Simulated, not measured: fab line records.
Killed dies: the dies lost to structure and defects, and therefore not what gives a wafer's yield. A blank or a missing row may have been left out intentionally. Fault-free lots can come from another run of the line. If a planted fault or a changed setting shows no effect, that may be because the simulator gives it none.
Code-filled problem report in 8D (eight disciplines) form | flow gf180mcu | the parts of the form that need people (team, actions taken, sign-off) are left out

## 1. PROBLEM STATEMENT
Wafers free of any fault read 1004 nm (standard deviation 17) for PASSIVATION_CVD_00_THK at GF_PASSIVATION_THK_MEAS_01, against a mean of 864 nm on 6 wafers of 2 lots. Relative to the usual mean, that is a shift of -8.2 standard deviations.
First observed at day 31 22:25: wafer L314.3, on film-metro-02. Wafers with a number at this step in the record: 36, from 12 lots. Rule for "out" (also "out of limits"): further than 4 standard deviations from the usual mean. All remaining wafers that have a number are taken as sound.

## 2. WHAT IT IS, WHAT IT ISN'T
question                    | is                     | is not
which readings at this step | PASSIVATION_CVD_00_THK | -
which lots                  | L314, L317             | L301, L302, L303, L304, L310, L315, L318, L320, L321, L324
which wafers of those lots  | all that have a number | -
read on which gauges        | film-metro-02          | film-metro-03, film-metro-04
when                        | from day 31 22:25      | up to then (15 sound wafers); but 15 sound wafers of L315, L318, L320, L321, L324 came after

## 3. WHAT RULES OUT EACH SUSPECT
Counting: a tool at a process step up to the reading stays a suspect if it ran every lot that is out and no sound lot after the first of them.
- the gauge at GF_PASSIVATION_THK_MEAS_01: kept. All the wafers that are out were read on film-metro-02, and no step on other tools shows them out.
- rie-diel-03 at GF_V5_ETCH_16 (etches BARC in N2/H2): ruled out as a lasting fault. After its first lot that is out, L314 (day 31 02:26), sound lots L315, L318, L320, L324 ran on it.
- pecvd-02 at GF_PASSIVATION_CVD_00 (deposits SiO2 from TEOS, target thk 1000 nm, time 111.95 s): kept. It processed each lot that is out, first L314 at day 31 22:19, and no sound lot thereafter; up to then, the last sound lot it processed was L310 at day 31 00:41.
Left after counting: pecvd-02 at GF_PASSIVATION_CVD_00, film-metro-02 at GF_PASSIVATION_THK_MEAS_01.

## 4. THE CAUSE (what the simulator had put in)
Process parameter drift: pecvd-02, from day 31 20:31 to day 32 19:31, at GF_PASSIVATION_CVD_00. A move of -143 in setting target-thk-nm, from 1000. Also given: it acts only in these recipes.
Counting left 2 suspects, and this tool is among them.

## 5. THE EFFECT CHAIN, in route order
One row per reading whose mean, taken over the struck wafers that have a number, lies over 3 standard deviations from the usual. Only readings whose record carries a usual standard deviation are examined. hours: median over the lots of the time between each lot's start at the first step of this table that gives one and its start at this step. sigmas: the change, counted in usual standard deviations.
hours | step                       | reading                | usual   | on struck wafers | change | sigmas
0     | GF_PASSIVATION_THK_MEAS_01 | PASSIVATION_CVD_00_THK | 1004 nm | 864              | -140   | -8.2

## 6. HOW IT WOULD HAVE BEEN CAUGHT EARLIER
Counted from the fault's start at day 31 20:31, it took 2 hours until the first out-of-limits reading at a measuring or inspecting step in this record, taken at day 31 22:25.
Tool readings at GF_PASSIVATION_CVD_00 with a usual standard deviation given in the record: none out on any struck wafer, hence no alarm at a limit of 4 standard deviations on them.
Among the 2 lots that are out, L317 began GF_PASSIVATION_CVD_00 on pecvd-02 after day 31 22:25. It would have been spared by a hold on the tool at that moment.
